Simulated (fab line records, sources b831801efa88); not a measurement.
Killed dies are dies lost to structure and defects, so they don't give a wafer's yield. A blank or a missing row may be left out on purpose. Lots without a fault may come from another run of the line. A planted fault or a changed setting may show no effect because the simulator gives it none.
Which tool did it? | flow gf180mcu | 14 lots, 42 wafers sampled, at 2 steps of a route of 602

WHAT THE GAUGES READ, wafer by wafer
GF_STI_THK_MEAS_02. Usual: STI_OXIDATION_THK 10.04 nm, standard deviation 0.2.
lot  | measured    | on            | STI_OXIDATION_THK (nm) | flag
L241 | day 1 12:06 | film_metro-02 | 10.06 10.15 10.39      |
L242 | day 1 16:31 | film_metro-03 | 9.85 9.88 10.04        |
L244 | day 2 02:37 | film_metro-01 | 10.25 10.34 10.43      |
L245 | day 2 08:17 | film_metro-01 | 10.07 10.07 10.27      |
L246 | day 2 13:26 | film_metro-03 | 9.88 10.07 10.00       |
L247 | day 2 17:32 | film_metro-03 | 10.13 10.10 10.21      |
L248 | day 2 22:43 | film_metro-03 | 10.08 9.96 10.18       |
L249 | day 3 04:16 | film_metro-01 | 10.25 10.33 10.33      |
L250 | day 3 08:32 | film_metro-02 | 10.09 9.97 9.94        |
L251 | day 3 13:50 | film_metro-03 | 10.06 10.07 9.94       |
L252 | day 3 19:07 | film_metro-02 | 10.00 10.18 10.21      |
L254 | day 4 05:29 | film_metro-03 | 10.06 10.26 10.21      |
L255 | day 4 11:17 | film_metro-02 | 10.03 10.10 10.04      |
L259 | day 5 09:10 | film_metro-03 | 9.86 9.90 9.87         |

GF_STI_THK_MEAS_22. Usual: STI_OXIDATION_01_THK 15.00 nm, standard deviation 0.28.
lot  | measured    | on            | STI_OXIDATION_01_THK (nm) | flag
L241 | day 2 06:15 | film_metro-03 | 15.05 14.63 14.72         |
L242 | day 2 09:30 | film_metro-03 | 14.86 14.90 15.14         |
L244 | day 2 19:20 | film_metro-03 | 15.34 15.18 15.30         |
L245 | day 3 01:11 | film_metro-03 | 14.77 15.29 15.28         |
L246 | day 3 06:48 | film_metro-03 | 15.03 14.86 14.73         |
L247 | day 3 09:59 | film_metro-03 | 15.34 15.12 15.10         |
L248 | day 3 15:13 | film_metro-01 | 15.12 15.22 14.90         |
L249 | day 3 21:37 | film_metro-03 | 15.56 15.43 15.45         |
L250 | day 4 01:36 | film_metro-03 | 15.44 15.11 15.09         |
L251 | day 4 06:41 | film_metro-03 | 14.90 14.81 15.19         |
L252 | day 4 12:46 | film_metro-03 | 15.22 15.32 15.14         |
L254 | day 4 23:37 | film_metro-03 | 14.80 15.10 14.53         |
L255 | day 5 07:46 | film_metro-01 | 14.83 14.88 14.68         |
L259 | day 6 07:19 | film_metro-03 | 14.81 14.60 14.87         |

WHICH TOOL RAN EACH LOT (tool, then ch and the chambers of the sampled wafers, then the start)
The record holds no process step before these readings.

WHAT THE TOOLS THEMSELVES READ (means of the sampled wafers that have a number; where no wafer has one, the mark that the record gives instead)
The record holds no such reading with a usual standard deviation.

THE ANSWER, worked out from the rows above alone
Rule: a lot is off if the mean of its wafers that have a number lies more than 3 standard deviations from the usual mean. A lot without any number at a reading at which 4 lots or more have one is off too. The other lots that the step has rows for count as sound. The gauges are gone through in route order, then the tools' own readings, and for those a lot's mean is taken as printed above. The first step at which some lot is off is used, and at that step the reading that is off furthest; a lot without a number counts as furthest.
No lot is off at any reading shown: from this, nothing can be told.

WHAT THE SIMULATOR HAD PUT IN
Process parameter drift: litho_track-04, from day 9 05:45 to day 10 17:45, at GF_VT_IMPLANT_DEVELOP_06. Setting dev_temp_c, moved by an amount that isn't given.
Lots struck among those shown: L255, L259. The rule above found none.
